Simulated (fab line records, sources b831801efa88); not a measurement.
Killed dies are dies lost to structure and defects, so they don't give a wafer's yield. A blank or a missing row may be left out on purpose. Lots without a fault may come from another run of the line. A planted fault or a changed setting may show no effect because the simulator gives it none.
Split-lot experiment | flow sky130 | 5 lots, 23 wafers read, on a route of 708 steps

THE SPLIT
At SKY_LDD_P_IMPLANT_09, the setting dose_cm2 was moved away from the recipe's 1e+13 on 4 of the 23 wafers read, by -5.9% to -4.3%. The other wafers ran this setting at the recipe's value.

FROM THE SPLIT TO THE READING: what the file shows between them, 1 step
- SKY_LDD_P_STRIP_10: strips in O2/N2

THE READING
LDD_P_TW, at SKY_LDD_P_TW_MEAS_11. Fault-free wafers of this fab line usually give 631, standard deviation 3.1.

wafer  | tool, chamber at the split | dose_cm2 as run | against the recipe | LDD_P_TW | against lot-mates on the recipe
L074.1 | implanter-03, 0            | 1e+13           | recipe             | 626      | -
L074.2 | implanter-03, 0            | 9.566e+12       | -4.3%              | 623      | -6
L074.3 | implanter-03, 0            | 1e+13           | recipe             | 632      | -
L074.4 | implanter-03, 0            | 1e+13           | recipe             | 628      | -
L074.6 | implanter-03, 0            | 9.566e+12       | -4.3%              | 621      | -8
L077.1 | implanter-03, 0            | 1e+13           | recipe             | 635      | -
L077.2 | implanter-03, 0            | 1e+13           | recipe             | 639      | -
L077.4 | implanter-03, 0            | 1e+13           | recipe             | 638      | -
L077.5 | implanter-03, 0            | 1e+13           | recipe             | 637      | -
L077.6 | implanter-03, 0            | 1e+13           | recipe             | 640      | -
L081.1 | implanter-02, 0            | 9.407e+12       | -5.9%              | 616      | -15
L081.2 | implanter-02, 0            | 1e+13           | recipe             | 632      | -
L081.3 | implanter-02, 0            | 9.407e+12       | -5.9%              | 617      | -14
L081.4 | implanter-02, 0            | 1e+13           | recipe             | 632      | -
L081.5 | implanter-02, 0            | 1e+13           | recipe             | 630      | -
L084.2 | implanter-03, 0            | 1e+13           | recipe             | 633      | -
L084.3 | implanter-03, 0            | 1e+13           | recipe             | 628      | -
L084.4 | implanter-03, 0            | 1e+13           | recipe             | 628      | -
L084.5 | implanter-03, 0            | 1e+13           | recipe             | 633      | -
L084.6 | implanter-03, 0            | 1e+13           | recipe             | 630      | -
L085.1 | implanter-01, 0            | 1e+13           | recipe             | 634      | -
L085.3 | implanter-01, 0            | 1e+13           | recipe             | 634      | -
L085.6 | implanter-01, 0            | 1e+13           | recipe             | 632      | -

THE FIT
A straight line over all 23 wafers: LDD_P_TW changes by +2.64 for each +1% of dose_cm2; r = +0.83; the points scatter about the line by 3.7.
The same after taking each lot's own level away (the mean of its wafers on the recipe; 23 wafers): +2.18 for each +1%; r = +0.91; scatter 2.1.
On that fit, the largest move of dose_cm2 shifts the reading by 13.
The lots' own levels span 628.7 to 637.8, that is 2.9 times the standard deviation above.
So the lot-to-lot level changes the slope: the two fits differ.
Check: with one of the wafers moved furthest among these (-5.9%) left out of the fit, the line predicts -11.6 for it against its lot-mates. It came out at -15.3 against them.

OTHER SPLITS ON THESE WAFERS
These wafers also went through other splits before the reading. Each is held against what the fit with the lots' levels taken away leaves over:
other split on the same wafers       | wafers away from the commonest value | r with LDD_P_TW (lot level and that fit taken away)
SKY_SONOS_ONO_OXIDATION_00 ox_time_s | 15                                   | +0.23
SKY_SONOS_ONO_COAT_08 resist_thk_nm  | 4                                    | +0.13
SKY_SONOS_ONO_ETCH_15 source_w       | 4                                    | +0.29
SKY_POLY_GATE_IMPLANT_02 energy_kev  | 7                                    | -0.07
SKY_LDD_N_COAT_02 resist_thk_nm      | 4                                    | +0.24
SKY_LDD_P_DEVELOP_06 dev_temp_c      | 10                                   | +0.08

THE FILE'S OWN FIT
LDD_P_TW changes by +2.21 for each +1% of dose_cm2, r = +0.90.
